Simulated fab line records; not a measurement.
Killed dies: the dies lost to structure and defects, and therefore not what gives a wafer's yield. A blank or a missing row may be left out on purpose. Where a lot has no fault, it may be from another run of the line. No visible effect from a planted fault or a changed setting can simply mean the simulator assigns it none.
Matching of chambers -- flow gf180mcu -- GF_V3_CVD_02 on pecvd-02 has 3 sister chambers
The step deposits SiO2 from TEOS, target thk 850 nm, time 94.851 s. 6 wafers are shown with their chamber, then 9 later ones without.

## WAFERS WITH THEIR CHAMBER
wafer,chamber,heater power w (W),rf fwd power W (W)
L085.1,1,654,594.2
L085.2,0,656,592.8
L085.3,2,640,598.3
L085.4,0,715,597.5
L085.5,1,740,596.0
L085.6,2,686,597.8

## WAFERS WITHOUT THEIR CHAMBER
wafer,heater power w (W),rf fwd power W (W)
L089.2,795,595.8
L089.4,754,596.5
L089.6,653,595.7
L096.1,754,596.6
L096.2,683,596.7
L096.3,719,597.4
L096.4,749,597.4
L096.5,781,594.1
L096.6,532,594.3

## WHICH CHAMBER EACH WENT THROUGH
wafer,from the rows above,in truth
L089.2,can't be placed: 1 or 0 or 2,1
L089.4,can't be placed: 1 or 0 or 2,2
L089.6,can't be placed: 0 or 1 or 2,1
L096.1,can't be placed: 1 or 0 or 2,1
L096.2,can't be placed: 0 or 2 or 1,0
L096.3,can't be placed: 1 or 2 or 0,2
L096.4,can't be placed: 1 or 0 or 2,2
L096.5,can't be placed: 1 or 0 or 2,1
L096.6,can't be placed: 0 or 2 or 1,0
Correctly placed: 0 of 9. These rows do not allow placing 9 (true chamber among the candidates in 9). Placed wrongly: 0.
How it was worked out, from the rows above alone: a wafer's distance from a chamber is the root of the sum, over the readings, of the square of ((its reading less the chamber's mean) divided by the reading's scatter). If the next closest chamber is less than 2 further off than the closest, the wafer can't be placed; otherwise it belongs to the closest. For every chamber, the mean is computed from those of its wafers that are shown. How the scatter is found: for the shown wafers, subtract from each reading the mean of its chamber, square and add these, divide the total by (wafers less chambers), then take the root.
